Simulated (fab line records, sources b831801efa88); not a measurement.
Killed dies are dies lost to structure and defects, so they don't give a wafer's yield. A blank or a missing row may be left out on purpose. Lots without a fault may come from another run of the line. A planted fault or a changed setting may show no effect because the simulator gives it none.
Chamber matching | flow sky130 | SKY_VIA3_ETCH_14 on rie_diel-04: 4 sister chambers
The step etches BARC in N2/H2, stops on SiO2, time 45.9 s, target depth 60 nm. 4 wafers are shown with their chamber, then 8 later ones without.

WAFERS WITH THEIR CHAMBER
wafer  | chamber | drypump_motor_current_A (A)
L082.3 | 1       | 5.4
L085.1 | 0       | 5.5
L085.3 | 3       | 6.0
L086.1 | 2       | 6.2

WAFERS WITHOUT THEIR CHAMBER
wafer  | drypump_motor_current_A (A)
L086.3 | 6.0
L086.5 | 5.4
L087.3 | 5.5
L087.4 | 6.2
L087.6 | 6.0
L094.2 | 5.5
L094.3 | 6.1
L094.4 | 5.4

WHICH CHAMBER EACH WENT THROUGH
wafer  | from the rows above     | in truth
L086.3 | 3                       | 3
L086.5 | 1                       | 1
L087.3 | 0                       | 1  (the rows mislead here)
L087.4 | 2                       | 2
L087.6 | 3                       | 3
L094.2 | 0                       | 0
L094.3 | can't be placed: 3 or 2 | 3
L094.4 | 1                       | 1
Placed correctly: 6 of 8. Can't be placed from these rows: 1 (the true chamber is among the candidates in 1). Placed wrongly: 1.
How it was worked out, from the rows above alone: a wafer's distance from a chamber is the root of the sum, over the readings, of the square of ((its reading less the chamber's mean) divided by the reading's scatter). The wafer belongs to the nearest chamber; if the next one is less than 2 further off, it can't be placed. A chamber's mean is the mean of its shown wafers. The scatter: with one shown wafer a chamber, the root of the mean of the squares of how far each hidden wafer lies from its nearest shown one.
